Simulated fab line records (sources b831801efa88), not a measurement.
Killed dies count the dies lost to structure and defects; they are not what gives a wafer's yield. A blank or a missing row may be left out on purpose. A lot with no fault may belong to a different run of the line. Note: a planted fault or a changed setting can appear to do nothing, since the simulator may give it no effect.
Which tool did it? | flow sky130 | 14 lots with 42 wafers sampled at 3 steps, on a route of 708 steps

WHAT THE GAUGES READ, wafer by wafer
SKY_VIA2_CD_MEAS_12: target cd 200 nm. Usual: cdNm at 200.0 nm, with a standard deviation of 1.5.
lot  | measured     | on       | cdNm (nm)         | flag
L463 | day 36 09:40 | cdSem-02 | 199.1 197.8 199.8 | 
L464 | day 36 16:35 | cdSem-02 | 199.4 199.3 199.4 | 
L466 | day 37 11:03 | cdSem-02 | 200.2 201.3 200.9 | 
L465 | day 37 11:32 | cdSem-01 | - - -             | OFF
L467 | day 37 21:58 | cdSem-01 | - - -             | OFF
L476 | day 40 14:17 | cdSem-01 | 197.4 196.6 197.9 | 
L478 | day 40 21:11 | cdSem-02 | 199.9 199.2 199.2 | 
L479 | day 41 12:46 | cdSem-01 | 200.4 201.2 201.3 | 
L480 | day 41 13:31 | cdSem-02 | 201.6 200.9 201.3 | 
L481 | day 42 05:56 | cdSem-01 | 199.2 199.2 199.4 | 
L482 | day 42 09:31 | cdSem-02 | 200.2 200.3 198.8 | 
L483 | day 42 12:35 | cdSem-01 | 202.0 202.0 201.5 | 
L484 | day 43 06:05 | cdSem-02 | 202.0 200.4 201.7 | 
L485 | day 43 12:24 | cdSem-01 | 201.8 202.4 201.6 | 

EACH LOT AND THE TOOL THAT RAN IT (in order: tool; ch and the chambers of the sampled wafers; start)
lot  | SKY_VIA1_CMP_24               | SKY_VIA2_DEVELOP_11
L463 | cmp-01 ch 0,1,3, day 34 02:01 | lithoTrack-02 ch 0, day 36 09:00
L464 | cmp-02 ch 0,3, day 34 10:07   | lithoTrack-01 ch 0, day 36 16:00
L466 | cmp-01 ch 0,2,3, day 35 04:16 | lithoTrack-02 ch 0, day 37 10:00
L465 | cmp-02 ch 1,3, day 35 04:43   | lithoTrack-03, day 37 11:00
L467 | cmp-01 ch 1,3, day 35 15:32   | lithoTrack-03, day 37 21:00
L476 | cmp-01 ch 0,1,3, day 38 09:26 | lithoTrack-02 ch 0, day 40 14:00
L478 | cmp-02 ch 0,1,3, day 38 17:28 | lithoTrack-03 ch 0, day 40 21:00
L479 | cmp-02 ch 0,1, day 39 08:21   | lithoTrack-03 ch 0, day 41 12:00
L480 | cmp-02 ch 0,1,3, day 39 08:57 | lithoTrack-02 ch 0, day 41 13:00
L481 | cmp-01 ch 1,2, day 40 02:44   | lithoTrack-03 ch 0, day 42 05:00
L482 | cmp-02 ch 0,1,3, day 40 05:59 | lithoTrack-02 ch 0, day 42 09:00
L483 | cmp-01 ch 0,1,3, day 40 08:53 | lithoTrack-03 ch 0, day 42 12:00
L484 | cmp-01 ch 0,1,2, day 41 03:11 | lithoTrack-01 ch 0, day 43 05:00
L485 | cmp-01 ch 0,2,3, day 41 09:53 | lithoTrack-03 ch 0, day 43 12:00
- SKY_VIA1_CMP_24: polishes, stops on SiO2, t overpolish 15 s, target thk 0 nm.
- SKY_VIA2_DEVELOP_11: develop time 60 s.

AS READ BY THE TOOLS THEMSELVES (means over the sampled wafers that have a number; for cases with no such wafer, the mark the record gives instead)
SKY_VIA1_CMP_24. Usual: motorCurrentA 10.8 A, standard deviation 1.1; overpolishRunS 15.000 s, standard deviation 0.0083; slurryFlowMlMin 150.0, standard deviation 0.48; timeToEndpointS 66 s, standard deviation 3.6.
lot  | tool   | motorCurrentA (A) | overpolishRunS (s) | slurryFlowMlMin | timeToEndpointS (s) | flag
L463 | cmp-01 | 11.2              | 14.997             | 150.4           | 72                  | 
L464 | cmp-02 | 10.6              | 15.008             | 150.0           | 66                  | 
L466 | cmp-01 | 10.3              | 14.995             | 149.8           | 65                  | 
L465 | cmp-02 | 11.3              | 15.004             | 149.8           | 64                  | 
L467 | cmp-01 | 11.6              | 15.003             | 150.5           | 69                  | 
L476 | cmp-01 | 11.2              | 14.998             | 149.7           | 65                  | 
L478 | cmp-02 | 11.1              | 14.995             | 149.9           | 58                  | 
L479 | cmp-02 | 10.2              | 15.002             | 150.1           | 60                  | 
L480 | cmp-02 | 10.6              | 15.010             | 150.1           | 64                  | 
L481 | cmp-01 | 9.9               | 14.997             | 149.7           | 68                  | 
L482 | cmp-02 | 11.0              | 15.005             | 150.0           | 65                  | 
L483 | cmp-01 | 11.1              | 15.006             | 149.8           | 66                  | 
L484 | cmp-01 | 10.4              | 14.998             | 149.7           | 68                  | 
L485 | cmp-01 | 10.3              | 14.997             | 149.9           | 68                  | 

SKY_VIA2_DEVELOP_11. Usual: chillPlateTempC 22.99 C, standard deviation 0.1; developerTempC 21.00 C, standard deviation 0.1; resistLineTempC 23.03 C, standard deviation 0.1.
lot  | tool          | chillPlateTempC (C) | developerTempC (C) | resistLineTempC (C) | flag
L463 | lithoTrack-02 | 23.12               | 21.15              | 23.14               | 
L464 | lithoTrack-01 | 23.03               | 20.99              | 23.10               | 
L466 | lithoTrack-02 | 22.92               | 21.08              | 23.14               | 
L465 | lithoTrack-03 | -                   | -                  | -                   | OFF
L467 | lithoTrack-03 | -                   | -                  | -                   | OFF
L476 | lithoTrack-02 | 23.07               | 21.03              | 22.94               | 
L478 | lithoTrack-03 | 22.97               | 20.96              | 22.96               | 
L479 | lithoTrack-03 | 23.06               | 21.12              | 22.99               | 
L480 | lithoTrack-02 | 22.91               | 20.99              | 23.00               | 
L481 | lithoTrack-03 | 22.92               | 21.09              | 22.97               | 
L482 | lithoTrack-02 | 23.10               | 21.02              | 23.03               | 
L483 | lithoTrack-03 | 22.94               | 20.93              | 23.09               | 
L484 | lithoTrack-01 | 22.91               | 20.92              | 22.97               | 
L485 | lithoTrack-03 | 23.10               | 21.03              | 23.14               | 

THE ANSWER, worked out from the rows above alone
Rule: a lot counts as off when the mean over its wafers that have a number is more than 3 standard deviations away from the usual mean. A lot without any number at a reading at which 4 lots or more have one is off too. The other lots that the step has rows for count as sound. The gauges are gone through in route order, then the tools' own readings, and for those a lot's mean is taken as printed above. The first step at which some lot is off is used, and at that step the reading that is off furthest; a lot without a number counts as furthest.
Off: L465, L467, at SKY_VIA2_CD_MEAS_12 (cdNm). Without a number there: L465, L467.
A tool fits if, at a process step before that reading, it ran every lot that is off, and no sound lot after the first of them. The gauges at SKY_VIA2_CD_MEAS_12 aren't tried: what is off there is off at SKY_VIA2_DEVELOP_11 too, on other tools, and a gauge's error can't cause that. Of those tried, none fits.

WHAT WAS PUT IN BY THE SIMULATOR
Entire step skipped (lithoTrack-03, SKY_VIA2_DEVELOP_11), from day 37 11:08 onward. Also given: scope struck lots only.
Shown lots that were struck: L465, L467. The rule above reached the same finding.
